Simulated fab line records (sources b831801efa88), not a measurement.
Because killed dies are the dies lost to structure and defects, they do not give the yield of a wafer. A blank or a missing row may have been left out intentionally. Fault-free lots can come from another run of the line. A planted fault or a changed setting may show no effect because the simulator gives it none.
Chamber matching || flow gf180mcu || GF_V5_CVD_02 on pecvd-03 has 3 sister chambers
The step deposits SiO2 from TEOS, target thk 1450 nm, time 163.28 s. 3 wafers are shown with their chamber, then 7 later ones without.

WAFERS PAIRED WITH THEIR CHAMBERS
{"wafer": "L153.5", "chamber": 1, "heater-power-w (W)": 604}
{"wafer": "L158.1", "chamber": 2, "heater-power-w (W)": 703}
{"wafer": "L158.5", "chamber": 0, "heater-power-w (W)": 755}

WAFERS WITHOUT THEIR CHAMBER
{"wafer": "L158.6", "heater-power-w (W)": 608}
{"wafer": "L162.1", "heater-power-w (W)": 789}
{"wafer": "L162.5", "heater-power-w (W)": 663}
{"wafer": "L162.6", "heater-power-w (W)": 737}
{"wafer": "L163.1", "heater-power-w (W)": 645}
{"wafer": "L163.2", "heater-power-w (W)": 726}
{"wafer": "L163.4", "heater-power-w (W)": 604}

CHAMBER TAKEN BY EACH
{"wafer": "L158.6", "from the rows above": 1, "in truth": 1}
{"wafer": "L162.1", "from the rows above": "can't be placed: 0 or 2", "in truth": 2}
{"wafer": "L162.5", "from the rows above": "can't be placed: 2 or 1 or 0", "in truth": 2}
{"wafer": "L162.6", "from the rows above": "can't be placed: 0 or 2", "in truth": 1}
{"wafer": "L163.1", "from the rows above": "can't be placed: 1 or 2", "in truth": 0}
{"wafer": "L163.2", "from the rows above": "can't be placed: 2 or 0", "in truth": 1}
{"wafer": "L163.4", "from the rows above": 1, "in truth": 1}
Correctly placed: 2 of 7. Cannot be placed on the basis of these rows: 5; the candidates contain the true chamber in 2. Number placed wrongly: 0.
How it was worked out, from the rows above alone: a wafer's distance from a chamber is the root of the sum, over the readings, of the square of ((its reading less the chamber's mean) divided by the reading's scatter). If the next closest chamber is less than 2 further off than the closest, the wafer can't be placed; otherwise it belongs to the closest. A chamber's mean is the mean of its shown wafers. The scatter: with one shown wafer a chamber, the root of the mean of the squares of how far each hidden wafer lies from its nearest shown one.
